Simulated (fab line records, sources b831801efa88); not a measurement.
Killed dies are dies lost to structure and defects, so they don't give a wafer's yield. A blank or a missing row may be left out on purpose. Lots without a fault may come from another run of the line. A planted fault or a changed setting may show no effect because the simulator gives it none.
Which tool did it? | flow gf180mcu | 12 lots, 36 wafers sampled, at 1 step of a route of 602

WHAT THE GAUGES READ, wafer by wafer
GF_V3_THK_MEAS_03.
lot  | measured     | on            | V3_CVD_02_THK (nm)
L075 | day 21 09:55 | film_metro-04 | 838 855 865
L077 | day 22 03:56 | film_metro-01 | 858 858 878
L079 | day 22 23:28 | film_metro-02 | 848 830 845
L081 | day 24 04:05 | film_metro-01 | 835 841 862
L083 | day 24 18:28 | film_metro-01 | 842 860 854
L085 | day 25 10:19 | film_metro-01 | 844 839 866
L087 | day 26 03:16 | film_metro-02 | 845 851 861
L089 | day 26 23:32 | film_metro-04 | 850 861 859
L091 | day 27 10:05 | film_metro-01 | 840 862 860
L093 | day 28 00:51 | film_metro-01 | 832 859 862
L095 | day 28 10:35 | film_metro-01 | 850 856 868
L096 | day 28 23:02 | film_metro-01 | 838 857 861

WHICH TOOL RAN EACH LOT (tool, then ch and the chambers of the sampled wafers, then the start)
The record holds no process step before these readings.

THE ANSWER, worked out from the rows above alone
Rule: what is usual is taken from the lots themselves. Put in order of their means at a reading, lots are off if they are a third of the lots or fewer, leave a main group of 4 or more, and stand apart from it by a gap of 3 or more times the standard deviation of the main group's means; of several such gaps the widest counts. A main group whose means are all the same, to the digits that the tables above print for the reading, isn't used. A lot without any number at a reading at which 4 lots or more have one is off too. The other lots that the step has rows for count as sound.
No lot is off at any reading shown: from this, nothing can be told.

WHAT THE SIMULATOR HAD PUT IN
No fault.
